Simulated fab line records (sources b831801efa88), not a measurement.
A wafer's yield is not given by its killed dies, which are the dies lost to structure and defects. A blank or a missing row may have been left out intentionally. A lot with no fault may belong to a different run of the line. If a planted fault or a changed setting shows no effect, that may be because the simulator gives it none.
Split-lot study + flow sky130 + 23 wafers read across 5 lots, on a route 708 steps long

== ON THE SPLIT ==
At SKY_VT_ADJUST_HVTP_IMPLANT_09, the setting dose cm2 was moved away from the recipe's 4.3e+12 on 6 of the 23 wafers read, by -3.4% to +5.8%. This setting was run at the recipe's value on the other wafers.

== SPLIT TO READING: what lies between them in the file, 1 step ==
- SKY_VT_ADJUST_HVTP_STRIP_10: strips in O2/N2

== THE READING ==
VT_ADJUST_HVTP_TW, at SKY_VT_ADJUST_HVTP_TW_MEAS_11. Fault-free wafers of this fab line usually give 1362, standard deviation 11.

| wafer  | tool, chamber at the split | dose cm2 as run | against the recipe | VT_ADJUST_HVTP_TW | against lot-mates on the recipe |
|--------|----------------------------|-----------------|--------------------|-------------------|---------------------------------|
| L076.1 | implanter-03, 0            | 4.3e+12         | recipe             | 1354              | -                               |
| L076.2 | implanter-03, 0            | 4.3e+12         | recipe             | 1357              | -                               |
| L076.3 | implanter-03, 0            | 4.3e+12         | recipe             | 1360              | -                               |
| L076.5 | implanter-03, 0            | 4.3e+12         | recipe             | 1358              | -                               |
| L076.6 | implanter-03, 0            | 4.3e+12         | recipe             | 1357              | -                               |
| L080.1 | implanter-02, 0            | 4.457e+12       | +3.7%              | 1380              | +14                             |
| L080.3 | implanter-02, 0            | 4.3e+12         | recipe             | 1370              | -                               |
| L080.4 | implanter-02, 0            | 4.3e+12         | recipe             | 1364              | -                               |
| L080.5 | implanter-02, 0            | 4.457e+12       | +3.7%              | 1381              | +15                             |
| L080.6 | implanter-02, 0            | 4.3e+12         | recipe             | 1364              | -                               |
| L082.1 | implanter-03, 0            | 4.55e+12        | +5.8%              | 1383              | +18                             |
| L082.2 | implanter-03, 0            | 4.3e+12         | recipe             | 1365              | -                               |
| L082.3 | implanter-03, 0            | 4.3e+12         | recipe             | 1365              | -                               |
| L082.5 | implanter-03, 0            | 4.3e+12         | recipe             | 1366              | -                               |
| L082.6 | implanter-03, 0            | 4.55e+12        | +5.8%              | 1395              | +30                             |
| L083.4 | implanter-02, 0            | 4.3e+12         | recipe             | 1347              | -                               |
| L083.5 | implanter-02, 0            | 4.3e+12         | recipe             | 1348              | -                               |
| L083.6 | implanter-02, 0            | 4.3e+12         | recipe             | 1353              | -                               |
| L085.2 | implanter-01, 0            | 4.3e+12         | recipe             | 1374              | -                               |
| L085.3 | implanter-01, 0            | 4.153e+12       | -3.4%              | 1363              | -10                             |
| L085.4 | implanter-01, 0            | 4.3e+12         | recipe             | 1375              | -                               |
| L085.5 | implanter-01, 0            | 4.153e+12       | -3.4%              | 1359              | -14                             |
| L085.6 | implanter-01, 0            | 4.3e+12         | recipe             | 1370              | -                               |

FIT RESULTS
A straight line over all 23 wafers: VT_ADJUST_HVTP_TW changes by +3.71 for each +1% of dose cm2; r = +0.71; the points scatter about the line by 8.5.
The same after taking each lot's own level away (the mean of its wafers on the recipe; 23 wafers): +3.91 for each +1%; r = +0.96; scatter 2.8.
The reading moves by 23 for the largest change in dose cm2, on that fit.
The span of the lots' own levels, 1349.3 to 1373.0, comes to 2.2 times the standard deviation stated above.
So the lot-to-lot level blurs the effect unless lot-mates are compared.
Check: +25.2 against its lot-mates is what the line predicts for one of the wafers moved furthest among these (+5.8%) when that wafer is left out of the fit. It came out at +17.7 against them.

== FURTHER SPLITS ON THESE WAFERS ==
Note: prior to the reading, these wafers also went through further splits. Each is held against what the fit with the lots' levels taken away leaves over:
| other split on the same wafers      | wafers away from the commonest value | r with VT_ADJUST_HVTP_TW (lot level and that fit taken away) |
|-------------------------------------|--------------------------------------|--------------------------------------------------------------|
| SKY_FIELD_ISO_CVD_03 pressure mtorr | 15                                   | +0.02                                                        |
| SKY_NWELL_OXIDATION_01 temp c       | 10                                   | -0.03                                                        |
| SKY_NWELL_COAT_05 spin rpm          | 11                                   | -0.17                                                        |
| SKY_NWELL_COAT_18 resist thk nm     | 6                                    | +0.08                                                        |

== FILE'S OWN FIT ==
VT_ADJUST_HVTP_TW changes by +3.97 for each +1% of dose cm2, r = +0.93.
